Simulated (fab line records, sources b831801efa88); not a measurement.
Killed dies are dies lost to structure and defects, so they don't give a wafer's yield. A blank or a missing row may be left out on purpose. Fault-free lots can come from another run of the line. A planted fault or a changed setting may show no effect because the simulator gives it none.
Problem report, 8D (eight disciplines) form, completed by code + flow gf180mcu + the parts of the form that need people (team, actions taken, sign-off) are left out

1. WHAT WENT WRONG
V5_W_RS at GF_V5_RS_MEAS_24 reads a mean of 0.558 ohm/sq on 6 wafers of 2 lots; wafers without a fault read 0.326 ohm/sq with a standard deviation of 0.0032. Measured from the usual mean, that is +72 standard deviations.
The step: measures by four-point-probe.
The first sign was on wafer L322.2 at day 29 15:37, on film-metro-04. The record has a number at this step for 39 wafers belonging to 13 lots. By rule, "out" or "out of limits" means more than 4 standard deviations away from the usual mean. Any other wafer with a number is counted as sound.

2. WHAT IT IS AND WHAT IT IS NOT
| question                    | is                           | is not                                                                                       |
|-----------------------------|------------------------------|----------------------------------------------------------------------------------------------|
| which readings at this step | V5_W_RS                      | -                                                                                            |
| which lots                  | L322, L323                   | L315, L316, L317, L318, L320, L321, L325, L335, L336, L337, L338                             |
| which wafers of those lots  | all that have a number       | -                                                                                            |
| read on which gauges        | film-metro-02, film-metro-04 | film-metro-03                                                                                |
| when                        | from day 29 15:37            | up to then (18 sound wafers); but 15 sound wafers of L325, L335, L336, L337, L338 came after |

3. WHAT RULES OUT EACH SUSPECT
Counting: any tool at a process step up to the reading is kept as a suspect provided that every lot that is out went through it and no sound lot did after the first of them.
- the gauge at GF_V5_RS_MEAS_24: ruled out. 2 gauges (film-metro-02, film-metro-04) read the wafers that are out.
- cvd-w-02 at GF_V5_CVD_23 (deposits W, target thk 350 nm, time 104.9 s): ruled out as a lasting fault. Following L322 (day 29 15:29), the first lot on it that is out, the sound lots L335, L336, L338 were run on it.
Left after counting: nothing in the record.

4. THE CAUSE (what the simulator had put in)
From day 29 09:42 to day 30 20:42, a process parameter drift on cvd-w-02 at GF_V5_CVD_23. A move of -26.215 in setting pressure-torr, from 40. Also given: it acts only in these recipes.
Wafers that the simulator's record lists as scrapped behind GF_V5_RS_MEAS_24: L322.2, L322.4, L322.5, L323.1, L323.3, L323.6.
Counting ruled it out, wrongly: the rule takes a fault to strike every lot that its tool runs from its start on, and this one did not.

5. THE EFFECT CHAIN, in route order
Rows list readings where the struck wafers' mean (over those with a number) sits beyond 3 standard deviations from the usual. Only readings whose record carries a usual standard deviation are examined. hours: median over the lots of the time between each lot's start at the first step of this table that gives one and its start at this step. sigmas: the change, counted in usual standard deviations.
| hours | step             | reading               | usual        | on struck wafers | change | sigmas      |
|-------|------------------|-----------------------|--------------|------------------|--------|-------------|
| 0     | GF_V5_CVD_23     | chamber-pressure-Torr | 39.99 Torr   | 13.76            | -26.23 | -99 or more |
| 0     | GF_V5_RS_MEAS_24 | V5_W_RS               | 0.326 ohm/sq | 0.558            | +0.232 | +72         |
The process steps in it:
- GF_V5_CVD_23: deposits W, target thk 350 nm, time 104.9 s.

6. HOW IT WOULD HAVE BEEN CAUGHT EARLIER
Counted from the fault's start at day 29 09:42, it took 6 hours until the first out-of-limits reading at a measuring or inspecting step in this record, taken at day 29 15:37.
At GF_V5_CVD_23, the tool's own readings (chamber-pressure-Torr) were out on each struck wafer the step has a row for, so an alarm limit on them would have fired on the first such wafer.
